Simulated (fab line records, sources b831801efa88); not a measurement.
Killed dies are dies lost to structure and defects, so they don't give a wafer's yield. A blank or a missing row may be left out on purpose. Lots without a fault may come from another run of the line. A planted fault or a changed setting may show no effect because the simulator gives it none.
A struck lot beside a sound one | flow sky130 | 20 steps out of a route of 708
Sound: wafers L364.1, L364.4, L364.5. Struck: wafers L376.1, L376.3, L376.4. The cause comes at the end.
At each step with rows: each side's tool, then ch and its chambers, then its first start. Under that, the readings that differ: sound wafers | struck wafers | difference of the means | sigmas: that difference in standard deviations of wafers without a fault.
alike: readings whose means differ by less than 2 such deviations, and words and numbers that are the same on both sides. not compared: withheld readings, readings that some wafer has no value for, bounds like >300 that may hide the same value, and numbers for which the record gives no deviation and whose values overlap.
The two part at a step that has a row with sigmas, a row that says differs or no value, or rows on one side only. Numbers that don't overlap but have no deviation are shown without sigmas and don't part them. A reading that every wafer of one side lacks parts them only if that side has two wafers or more.

first, 1 step without rows for these wafers: SKY_RES_XHIGH_IMPLANT_07.
SKY_RES_XHIGH_STRIP_08: strips in O2/N2.
  sound on plasma_asher-01 ch 0,1, day 26 21:50; struck on plasma_asher-01 ch 0,1, day 30 23:38
  alike: drypump_motor_current_A, oes_product_au, strip_time_to_endpoint_s
  not compared: rf_hours_counter_h
SKY_RES_XHIGH_TW_MEAS_09:
  sound on film_metro-04, day 26 21:56; struck on film_metro-04, day 30 23:44
  alike: RES_XHIGH_TW
then, 7 steps without rows for these wafers: SKY_SD_N_DEHYDRATE_00 (time 60 s); SKY_SD_N_HMDS_01 (prime time 60 s); SKY_SD_N_COAT_02 (resist thk 1140 nm); SKY_SD_N_SOFTBAKE_03 (time 60 s); SKY_SD_N_EXPOSE_04 (exposes mask NSDM, target cd 380 nm); SKY_SD_N_PEB_05; SKY_SD_N_DEVELOP_06 (develop time 60 s).
SKY_SD_N_CD_MEAS_07: target cd 380 nm.
  sound on cd_sem-01, day 28 02:20; struck on cd_sem-02, day 32 03:11
  alike: cd_nm
SKY_SD_N_OVL_MEAS_08:
  sound on overlay-02, day 28 02:28; struck on overlay-02, day 32 03:19
  reading       | sound       | struck         | difference | sigmas
  SD_N_OVL (nm) | 1.3 1.9 1.8 | -1.8 -1.1 -1.6 | -3.2       | -3
SKY_SD_N_IMPLANT_09:
  sound on implanter-03 ch 0, day 28 02:29; struck on implanter-03 ch 0, day 32 03:20
  reading                   | sound             | struck            | difference | sigmas
  implant_ion_amu           | 75 75 75          | 49 49 49          | -26        |
  model.implant.rp_nm (nm)  | 31.7 31.7 31.7    | 38.06 38.06 38.06 | +6.36      |
  model.implant.drp_nm (nm) | 14.11 14.11 14.11 | 18.55 18.55 18.55 | +4.44      |
  alike: beam_energy_keV, beam_on_s
then, 1 step without rows for these wafers: SKY_SD_N_IMPLANT_10.
SKY_SD_N_STRIP_11: strips in O2/N2.
  sound on plasma_asher-03 ch 0, day 28 02:47; struck on plasma_asher-03 ch 0,1, day 32 03:38
  reading                      | sound             | struck            | difference | sigmas
  strip_time_to_endpoint_s (s) | 22.57 22.56 22.55 | 23.27 23.27 23.32 | +0.73      | +18
  alike: drypump_motor_current_A, oes_product_au
  not compared: rf_hours_counter_h
SKY_SD_N_TW_MEAS_12:
  sound on film_metro-03, day 28 02:53; struck on film_metro-02, day 32 03:44
  reading | sound          | struck         | difference | sigmas
  SD_N_TW | 3950 3971 3946 | 3810 3809 3781 | -156       | -5
then, 1 step without rows for these wafers: SKY_SD_N_CLEAN_13 (cleans in SC1/SC2, time 150 s).
SKY_SD_N_RTA_14: time 2 s.
  sound on rtp_anneal-02 ch 0, day 28 03:00; struck on rtp_anneal-02 ch 0, day 32 03:51
  alike: lamp_power_pct, wafer_temp_C_max
SKY_SD_N_RS_MEAS_16: measures by four-point-probe.
  sound on film_metro-04, day 28 03:10; struck on film_metro-03, day 32 04:01
  reading          | sound             | struck | difference                    | sigmas
  SD_N_RS (ohm/sq) | 68.59 68.46 68.48 | - - -  | no value on the struck wafers |
SKY_SD_N_RS_MEAS_17: measures by four-point-probe.
  sound on film_metro-04, day 28 03:17; struck on film_metro-03, day 32 04:08
  alike: SD_P_RS

WHERE THEY PART
First at SKY_SD_N_OVL_MEAS_08; last, within this record, at SKY_SD_N_RS_MEAS_16. Later steps at which nothing parts them and some readings are alike: SKY_SD_N_RS_MEAS_17.

WHY: what the simulator had put in
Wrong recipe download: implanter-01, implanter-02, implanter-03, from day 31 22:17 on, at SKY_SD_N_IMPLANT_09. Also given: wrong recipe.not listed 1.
